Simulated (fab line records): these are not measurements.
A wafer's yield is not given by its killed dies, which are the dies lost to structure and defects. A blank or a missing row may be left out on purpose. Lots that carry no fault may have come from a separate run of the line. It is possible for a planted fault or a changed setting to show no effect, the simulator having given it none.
Code-filled problem report in 8D (eight disciplines) form -- flow sky130 -- the parts of the form that need people (team, actions taken, sign-off) are left out

== 1. PROBLEM STATEMENT ==
Mean of run-length-s at SKY_FIELD_ISO_ETCH_17: 112.1 s across 2 wafers in 2 lots; on wafers with no fault it is 125.9 s (standard deviation 0.31). Relative to the usual mean, that is a shift of -45 standard deviations.
The step: etches Si in HBr/Cl2/O2, target depth 342 nm, time 97.7 s.
First observed at day 6 03:08: wafer L715.5, on rie-si-02. The record holds 16 wafers of 6 lots with a number at this step. Rule for "out", or "out of limits": more than 4 standard deviations from the usual mean. Any other wafer with a number is counted as sound.

== 2. WHAT THIS IS AND IS NOT ==
question,is,is not
which readings at this step,run-length-s,"drypump-motor-current-A, mfc-cl2-sccm, oes-product-au, throttle-valve-pct"
which lots,"L715, L717","L704, L707, L711, L716"
which wafers of those lots,"L715.5, L717.5","L715.2, L717.3"
read on which tools,rie-si-02,rie-si-01
when,from day 6 03:08,"up to then (10 sound wafers); but 4 sound wafers of L716, L717 came after"

== 3. THE SUSPECTS, EACH WITH WHAT RULES IT OUT ==
Counting: if a tool at a process step up to the reading ran every lot that is out, it stays a suspect. Sound lots after the first of them don't rule it out here, since some wafers of a struck lot are sound.
- rie-si-02 at SKY_FIELD_ISO_ETCH_17 (etches Si in HBr/Cl2/O2, target depth 342 nm, time 97.7 s): kept. It ran every lot that is out, first L715 (day 6 03:08); its last sound lot up to then is L711 (day 5 07:50). Its own readings are out on those wafers: run-length-s.
Remaining after the count: rie-si-02 at SKY_FIELD_ISO_ETCH_17.

== 4. THE CAUSE (what the simulator had put in) ==
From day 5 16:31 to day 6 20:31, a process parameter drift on rie-si-02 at SKY_FIELD_ISO_ETCH_17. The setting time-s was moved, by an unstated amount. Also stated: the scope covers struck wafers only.
Counting left only this tool.

== 5. THE CHAIN OF EFFECTS, in route order ==
Each row: a reading where the mean over the struck wafers with a number is more than 3 standard deviations away from the usual. Only readings for which the record gives a usual standard deviation are gone through. hours: the time from each lot's start at the first step in this table that gives one to its start at this step, as a median over the lots. sigmas: the change in usual standard deviations.
hours,step,reading,usual,on struck wafers,change,sigmas
0,SKY_FIELD_ISO_ETCH_17,run-length-s,125.9 s,112.1,-13.8,-45
Its process steps:
- SKY_FIELD_ISO_ETCH_17: etches Si in HBr/Cl2/O2, target depth 342 nm, time 97.7 s.

== 6. HOW IT WOULD HAVE BEEN CAUGHT EARLIER ==
In this record the first reading out of limits was taken at day 6 03:08, 11 hours after the fault began at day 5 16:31.
